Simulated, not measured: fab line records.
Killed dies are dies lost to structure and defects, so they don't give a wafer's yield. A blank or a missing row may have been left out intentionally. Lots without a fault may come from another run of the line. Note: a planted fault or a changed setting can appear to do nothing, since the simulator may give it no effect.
What tool caused it?	flow sky130	13 lots, 35 wafers sampled, at 6 steps of a route of 708

== WHAT THE GAUGES READ, wafer by wafer ==
SKY_VIA1_BOW_MEAS_03. Usual: VIA1_BOW gives 81 um (standard deviation 7.5).
lot	measured	on	VIA1_BOW (um)	flag
L545	day 34 12:37	film_metro-01	78 80 83	
L548	day 34 13:08	film_metro-02	76 71 68	
L544	day 34 20:06	film_metro-04	85 89 99	
L547	day 34 22:32	film_metro-02	72	
L549	day 35 07:56	film_metro-01	77	
L554	day 36 14:04	film_metro-02	73 80 66	
L556	day 37 02:53	film_metro-02	85 83 75	
L558	day 37 12:31	film_metro-02	89 94 76	
L560	day 38 11:53	film_metro-02	79 70 80	
L561	day 38 12:22	film_metro-02	71 81 80	
L562	day 38 18:51	film_metro-04	93 67 77	
L564	day 39 14:23	film_metro-02	80 87 85	
L566	day 39 20:52	film_metro-02	82 75 85	

SKY_VIA1_CD_MEAS_12: the cd target is 150 nm. Usual: 149.4 nm for cd_nm, sd 1.5.
lot	measured	on	cd_nm (nm)	flag
L545	day 35 15:14	cd_sem-02	148.5 150.6 149.0	
L548	day 35 15:56	cd_sem-02	150.0 151.5 150.3	
L544	day 35 22:17	cd_sem-02	149.7 149.4 150.5	
L547	day 36 00:35	cd_sem-02	147.3	
L549	day 36 10:22	cd_sem-02	149.3	
L554	day 37 15:45	cd_sem-02	150.4 151.7 152.9	
L556	day 38 04:55	cd_sem-02	151.7 151.5 150.9	
L558	day 38 13:28	cd_sem-02	149.5 149.8 147.6	
L560	day 39 11:57	cd_sem-01	148.6 149.5 146.2	
L561	day 39 12:36	cd_sem-01	148.6 148.2 146.8	
L562	day 39 18:54	cd_sem-02	148.7 149.1 149.3	
L564	day 40 14:55	cd_sem-01	147.6 147.8 146.8	
L566	day 40 21:10	cd_sem-01	149.3 151.1 151.5	

SKY_METAL2_RS_MEAS_05: uses a four-point probe to measure. Usual: METAL2_ALCU_RS gives 0.1264 ohm/sq (standard deviation 0.0013).
lot	measured	on	METAL2_ALCU_RS (ohm/sq)	flag
L545	day 35 16:51	film_metro-04	0.1253 0.1269 0.1258	
L548	day 35 17:36	film_metro-04	0.1261 0.1239 0.1238	
L544	day 35 23:58	film_metro-04	0.1275 0.1252 0.1243	
L547	day 36 02:13	film_metro-03	0.1393	OFF
L549	day 36 12:01	film_metro-03	0.1362	OFF
L554	day 37 17:23	film_metro-03	0.1277 0.1267 0.1256	
L556	day 38 06:35	film_metro-03	0.1281 0.1281 0.1279	
L558	day 38 15:05	film_metro-03	0.1270 0.1255 0.1261	
L560	day 39 13:35	film_metro-03	0.1260 0.1253 0.1263	
L561	day 39 14:15	film_metro-03	0.1251 0.1265 0.1266	
L562	day 39 20:36	film_metro-03	0.1247 0.1236 0.1275	
L564	day 40 16:31	film_metro-03	0.1256 0.1274 0.1253	
L566	day 40 23:10	film_metro-04	0.1270 0.1282 0.1265	

SKY_METAL2_THK_MEAS_06: measures by xrf. Usual: METAL2_ALCU_THK gives 246.9 nm (standard deviation 2.6).
lot	measured	on	METAL2_ALCU_THK (nm)	flag
L545	day 35 16:57	film_metro-04	247.9 246.4 246.6	
L548	day 35 17:43	film_metro-04	247.6 250.6 250.5	
L544	day 36 00:05	film_metro-04	243.8 248.0 249.9	
L547	day 36 02:19	film_metro-03	224.0	OFF
L549	day 36 12:06	film_metro-03	230.3	OFF
L554	day 37 17:31	film_metro-03	244.8 246.0 246.3	
L556	day 38 06:42	film_metro-03	246.5 242.4 243.8	
L558	day 38 15:11	film_metro-03	246.4 249.3 247.6	
L560	day 39 13:43	film_metro-03	246.5 249.1 248.0	
L561	day 39 14:22	film_metro-03	248.7 247.5 245.1	
L562	day 39 20:43	film_metro-03	249.4 251.0 246.3	
L564	day 40 16:38	film_metro-03	248.7 245.5 249.5	
L566	day 40 23:17	film_metro-04	247.0 243.5 249.1	

== WHAT TOOL EACH LOT RAN ON (gives the tool, then ch and the chambers of the sampled wafers, and finally the start) ==
lot	SKY_VIA1_SPUTTER_20	SKY_METAL2_SPUTTER_02
L545	pvd_sputter-03, day 35 16:02	pvd_sputter-01, day 35 16:43
L548	pvd_sputter-02, day 35 16:46	pvd_sputter-04, day 35 17:31
L544	pvd_sputter-02, day 35 23:11	pvd_sputter-04, day 35 23:53
L547	pvd_sputter-02, day 36 01:23	pvd_sputter-01, day 36 02:05
L549	pvd_sputter-02, day 36 11:11	pvd_sputter-01, day 36 11:52
L554	pvd_sputter-02, day 37 16:37	pvd_sputter-03, day 37 17:18
L556	pvd_sputter-04, day 38 05:45	pvd_sputter-03, day 38 06:28
L558	pvd_sputter-02, day 38 14:17	pvd_sputter-03, day 38 14:58
L560	pvd_sputter-02, day 39 12:49	pvd_sputter-01, day 39 13:30
L561	pvd_sputter-04, day 39 13:29	pvd_sputter-04, day 39 14:10
L562	pvd_sputter-03, day 39 19:49	pvd_sputter-04, day 39 20:30
L564	pvd_sputter-02, day 40 15:44	pvd_sputter-04, day 40 16:25
L566	pvd_sputter-02, day 40 22:00	pvd_sputter-03, day 40 23:04
- SKY_VIA1_SPUTTER_20: material TiN, target thk 20 nm, time 80 s.
- SKY_METAL2_SPUTTER_02: material AlCu, target thk 250 nm, time 13.3 s.

== WHAT THE TOOLS THEMSELVES READ (means of the sampled wafers that have a number; where no wafer has one, the mark that the record gives instead) ==
SKY_VIA1_SPUTTER_20. Usual: cathode_dc_power_W 3999.9 W, standard deviation 0.72; chamber_pressure_pa 4.998 Pa, standard deviation 0.0092; throttle_valve_pct 30.0 %, standard deviation 1.1.
lot	tool	cathode_dc_power_W (W)	chamber_pressure_pa (Pa)	throttle_valve_pct (%)	flag
L545	pvd_sputter-03	3999.6	5.006	29.5	
L548	pvd_sputter-02	3999.7	4.996	30.5	
L544	pvd_sputter-02	4000.5	5.002	30.5	
L547	pvd_sputter-02	3999.7	5.008	30.6	
L549	pvd_sputter-02	3999.5	4.989	29.4	
L554	pvd_sputter-02	3999.7	4.996	30.1	
L556	pvd_sputter-04	3999.5	4.998	28.7	
L558	pvd_sputter-02	3999.6	4.994	29.8	
L560	pvd_sputter-02	3999.6	4.997	29.8	
L561	pvd_sputter-04	3999.5	5.002	29.7	
L562	pvd_sputter-03	4000.2	5.004	29.3	
L564	pvd_sputter-02	4000.6	5.004	29.6	
L566	pvd_sputter-02	3999.5	4.996	30.5	

SKY_METAL2_SPUTTER_02. Usual: cathode_dc_power_W 10600 W, standard deviation 1.7; chamber_pressure_pa 0.4000 Pa, standard deviation 0.00095; throttle_valve_pct 30.3 %, standard deviation 1.2.
lot	tool	cathode_dc_power_W (W)	chamber_pressure_pa (Pa)	throttle_valve_pct (%)	flag
L545	pvd_sputter-01	10600	0.3994	30.8	
L548	pvd_sputter-04	10600	0.4001	30.3	
L544	pvd_sputter-04	10600	0.3995	29.3	
L547	pvd_sputter-01	9799	0.3994	29.4	OFF
L549	pvd_sputter-01	9797	0.4021	29.8	OFF
L554	pvd_sputter-03	10601	0.3995	29.1	
L556	pvd_sputter-03	10601	0.3995	29.9	
L558	pvd_sputter-03	10601	0.3998	30.4	
L560	pvd_sputter-01	10601	0.4012	31.3	
L561	pvd_sputter-04	10601	0.4003	30.2	
L562	pvd_sputter-04	10600	0.3991	29.3	
L564	pvd_sputter-04	10600	0.4000	30.5	
L566	pvd_sputter-03	10598	0.4000	29.9	

== THE ANSWER, worked out from the rows above alone ==
Rule: a lot counts as off when the mean over its wafers that have a number is more than 3 standard deviations away from the usual mean. A lot without any number at a reading at which 4 lots or more have one is off too. Any other lot the step has rows for is counted as sound. After the gauges, taken in route order, come the tools' own readings; for these a lot's mean is taken, as printed above. At the first step where some lot is off, the reading lying furthest off is the one used; lots without a number count as furthest.
Off: at SKY_METAL2_RS_MEAS_05 (METAL2_ALCU_RS), L547, L549.
A tool fits if, at a process step before that reading, it ran every lot that is off, and no sound lot after the first of them. Not tried: the gauges at SKY_METAL2_RS_MEAS_05; whatever is off there is also off at SKY_METAL2_SPUTTER_02, on other tools, and gauge error can't account for it. None of those tried fits.

== WHAT HAD BEEN PUT IN BY THE SIMULATOR ==
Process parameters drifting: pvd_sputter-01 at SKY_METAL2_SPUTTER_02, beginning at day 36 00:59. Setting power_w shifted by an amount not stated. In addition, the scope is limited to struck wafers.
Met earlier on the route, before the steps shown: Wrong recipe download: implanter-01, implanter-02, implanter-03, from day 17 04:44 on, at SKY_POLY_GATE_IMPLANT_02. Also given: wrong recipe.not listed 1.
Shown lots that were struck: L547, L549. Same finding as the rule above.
